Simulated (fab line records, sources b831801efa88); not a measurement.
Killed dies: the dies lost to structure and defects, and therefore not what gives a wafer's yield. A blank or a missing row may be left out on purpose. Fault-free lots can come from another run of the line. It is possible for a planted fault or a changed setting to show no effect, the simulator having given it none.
Which tool did it? ; flow sky130 ; 12 lots with 36 wafers sampled at 4 steps, on a route of 708 steps

== WHAT EACH GAUGE READ, for each wafer ==
SKY_LI_CONTACT_THK_MEAS_01. Usual: for LI_CONTACT_HDPCVD_THK the level is 928 nm and the standard deviation is 8.9.
lot;measured;on;LI_CONTACT_HDPCVD_THK (nm);flag
L290;day 27 13:18;film metro-02;935 932 937;
L294;day 29 12:11;film metro-04;922 920 921;
L299;day 31 00:28;film metro-01;924 929 1110;OFF
L304;day 32 17:12;film metro-02;934 935 931;
L305;day 33 02:14;film metro-04;930 943 943;
L306;day 33 10:03;film metro-01;918 910 914;
L307;day 33 17:17;film metro-01;929 926 928;
L309;day 34 13:51;film metro-01;935 910 915;
L310;day 34 15:41;film metro-02;948 924 940;
L311;day 34 22:14;film metro-01;927 914 926;
L313;day 36 11:33;film metro-04;935 938 931;
L312;day 36 13:25;film metro-04;924 932 937;

SKY_LI_CONTACT_OVL_MEAS_13. Usual: for LI_CONTACT_OVL the level is -2 nm and the standard deviation is 4.8.
lot;measured;on;LI_CONTACT_OVL (nm);flag
L290;day 28 18:31;overlay-02;2 -2 -3;
L294;day 30 15:32;overlay-02;-5 -4 -8;
L299;day 32 04:19;overlay-02;-7 3 -13;
L304;day 33 20:34;overlay-01;0 2 -4;
L305;day 34 04:14;overlay-01;-1 -1 3;
L306;day 34 12:38;overlay-02;-7 -12 -7;
L307;day 34 19:52;overlay-02;-5 4 0;
L309;day 35 16:25;overlay-02;-3 3 1;
L310;day 35 18:43;overlay-02;-2 5 2;
L311;day 36 01:13;overlay-01;-1 -7 -10;
L313;day 37 13:44;overlay-02;2 -1 1;
L312;day 37 16:05;overlay-02;-7 -7 -1;

== EACH LOT AND THE TOOL THAT RAN IT (in order: tool; ch and the chambers of the sampled wafers; start) ==
lot;SKY_LI_CONTACT_HDPCVD_00;SKY_LI_CONTACT_CMP_02
L290;hdpcvd-01 ch 1,2, day 27 13:10;cmp-02 ch 1,3, day 27 13:23
L294;hdpcvd-02 ch 1,2, day 29 12:04;cmp-02 ch 2,3, day 29 12:14
L299;hdpcvd-01 ch 0,2, day 31 00:22;cmp-01 ch 0,2,3, day 31 00:41
L304;hdpcvd-02 ch 0,1,2, day 32 17:05;cmp-01 ch 0,3, day 32 17:15
L305;hdpcvd-02 ch 0,1, day 33 02:08;cmp-01 ch 0,2,3, day 33 02:20
L306;hdpcvd-02 ch 1,2, day 33 09:56;cmp-01 ch 0,3, day 33 10:06
L307;hdpcvd-01 ch 0,1, day 33 17:10;cmp-02 ch 1,2,3, day 33 17:20
L309;hdpcvd-01 ch 0,2, day 34 13:45;cmp-01 ch 0,2,3, day 34 13:55
L310;hdpcvd-02 ch 0,1,2, day 34 15:34;cmp-02 ch 0,1, day 34 15:44
L311;hdpcvd-02 ch 0,1,2, day 34 22:07;cmp-02 ch 1,2,3, day 34 22:20
L313;hdpcvd-01 ch 0,1, day 36 11:26;cmp-02 ch 1,3, day 36 11:39
L312;hdpcvd-02 ch 0,1, day 36 13:17;cmp-02 ch 1,2,3, day 36 13:36
- SKY_LI_CONTACT_HDPCVD_00: deposits PSG, target thk 930 nm, time 155 s.
- SKY_LI_CONTACT_CMP_02: polishes PSG.

== AS READ BY THE TOOLS THEMSELVES (means over the sampled wafers that have a number; for cases with no such wafer, the mark the record gives instead) ==
SKY_LI_CONTACT_HDPCVD_00. Usual: sih4 flow sccm at 60.00 sccm, with a standard deviation of 0.17.
lot;tool;sih4 flow sccm (sccm);flag
L290;hdpcvd-01;60.11;
L294;hdpcvd-02;59.92;
L299;hdpcvd-01;63.96;OFF
L304;hdpcvd-02;60.01;
L305;hdpcvd-02;59.81;
L306;hdpcvd-02;59.96;
L307;hdpcvd-01;60.13;
L309;hdpcvd-01;60.20;
L310;hdpcvd-02;59.66;
L311;hdpcvd-02;59.93;
L313;hdpcvd-01;60.18;
L312;hdpcvd-02;59.93;

SKY_LI_CONTACT_CMP_02. Usual: motor current A 12.3 A, standard deviation 1.1; time to endpoint s 33.3 s, standard deviation 2.1.
lot;tool;motor current A (A);time to endpoint s (s);flag
L290;cmp-02;11.4;33.3;
L294;cmp-02;12.9;33.0;
L299;cmp-01;11.8;38.7;
L304;cmp-01;11.1;33.2;
L305;cmp-01;12.1;33.3;
L306;cmp-01;11.6;29.5;
L307;cmp-02;12.3;33.4;
L309;cmp-01;12.0;28.2;
L310;cmp-02;11.5;33.4;
L311;cmp-02;12.6;32.6;
L313;cmp-02;12.5;33.1;
L312;cmp-02;12.2;33.8;

== THE ANSWER, worked out from the rows above alone ==
Rule: take the mean of a lot's wafers that have a number; if it is more than 3 standard deviations from the usual mean, the lot is off. A lot without any number at a reading at which 4 lots or more have one is off too. Where the step has rows for the other lots, those lots are counted as sound. First the gauges in route order, then the tools' own readings, where a lot's mean is used as printed above. At the first step where some lot is off, the reading lying furthest off is the one used; lots without a number count as furthest.
Off: L299, seen at SKY_LI_CONTACT_THK_MEAS_01 (LI_CONTACT_HDPCVD_THK).
If a tool, at a process step before that reading, ran all the lots that are off and no sound lot after the first of them, it fits. Not tried: the gauges at SKY_LI_CONTACT_THK_MEAS_01; whatever is off there is also off at SKY_LI_CONTACT_HDPCVD_00, on other tools, and gauge error can't account for it. Not one of the candidates tried fits.

== WHAT THE SIMULATOR PUT IN ==
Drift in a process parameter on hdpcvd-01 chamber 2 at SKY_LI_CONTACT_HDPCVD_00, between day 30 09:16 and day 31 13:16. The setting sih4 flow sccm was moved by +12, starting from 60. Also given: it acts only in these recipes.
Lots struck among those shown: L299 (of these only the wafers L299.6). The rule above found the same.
